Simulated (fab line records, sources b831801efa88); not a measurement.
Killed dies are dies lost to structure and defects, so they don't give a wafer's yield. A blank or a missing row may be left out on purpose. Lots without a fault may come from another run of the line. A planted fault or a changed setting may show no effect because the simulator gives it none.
A struck lot beside a sound one | flow sky130 | 14 steps out of a route of 708
Sound: wafers L632.2, L632.3, L632.6. Struck: wafers L638.3, L638.4, L638.6. The cause comes at the end.
At each step with rows: each side's tool, then ch and its chambers, then its first start. Under that, the readings that differ: sound wafers | struck wafers | difference of the means | sigmas: that difference in standard deviations of wafers without a fault.
alike: readings whose means differ by less than 2 such deviations, and words and numbers that are the same on both sides. not compared: withheld readings, readings that some wafer has no value for, bounds like >300 that may hide the same value, and numbers for which the record gives no deviation and whose values overlap.
The two part at a step that has a row with sigmas, a row that says differs or no value, or rows on one side only. Numbers that don't overlap but have no deviation are shown without sigmas and don't part them. A reading that every wafer of one side lacks parts them only if that side has two wafers or more.

first, 4 steps without rows for these wafers: SKY_METAL2_STRIP_21 (strips in post etch residue remover, time 1200 s); SKY_METAL2_CLEAN_22 (cleans in IPA, time 180 s); SKY_METAL2_CLEAN_23 (cleans in O3/DIW); SKY_VIA2_HDPCVD_00 (deposits SiO2, target thk 1180 nm, time 196.7 s).
SKY_VIA2_THK_MEAS_01:
  sound on film_metro-02, day 36 14:36; struck on film_metro-01, day 38 02:34
  alike: VIA2_HDPCVD_THK
SKY_VIA2_CMP_02: polishes SiO2.
  sound on cmp-01 ch 0,2,3, day 36 14:45; struck on cmp-02 ch 0,1, day 38 02:37
  alike: motor_current_A
SKY_VIA2_BOW_MEAS_03:
  sound on film_metro-01, day 36 14:58; struck on film_metro-01, day 38 02:57
  alike: VIA2_BOW
then, 5 steps without rows for these wafers: SKY_VIA2_DEHYDRATE_04 (time 60 s); SKY_VIA2_HMDS_05 (prime time 60 s); SKY_VIA2_COAT_06 (resist thk 60 nm); SKY_VIA2_COAT_07 (resist thk 450 nm); SKY_VIA2_SOFTBAKE_08 (time 90 s).
SKY_VIA2_EXPOSE_09: exposes mask VIM2, target cd 200 nm.
  sound on krf_scanner-01 ch 0, day 37 04:32; struck on krf_scanner-02, day 38 16:05
  no value came back on the struck wafers for exposure_dose_mJ_cm2, focus_offset_nm (nm); on the sound wafers exposure_dose_mJ_cm2 reads 37.87 37.89 37.86
  alike: mask
then, 1 step without rows for these wafers: SKY_VIA2_PEB_10.

WHERE THEY PART
Only at SKY_VIA2_EXPOSE_09, within this record.

WHY: what the simulator had put in
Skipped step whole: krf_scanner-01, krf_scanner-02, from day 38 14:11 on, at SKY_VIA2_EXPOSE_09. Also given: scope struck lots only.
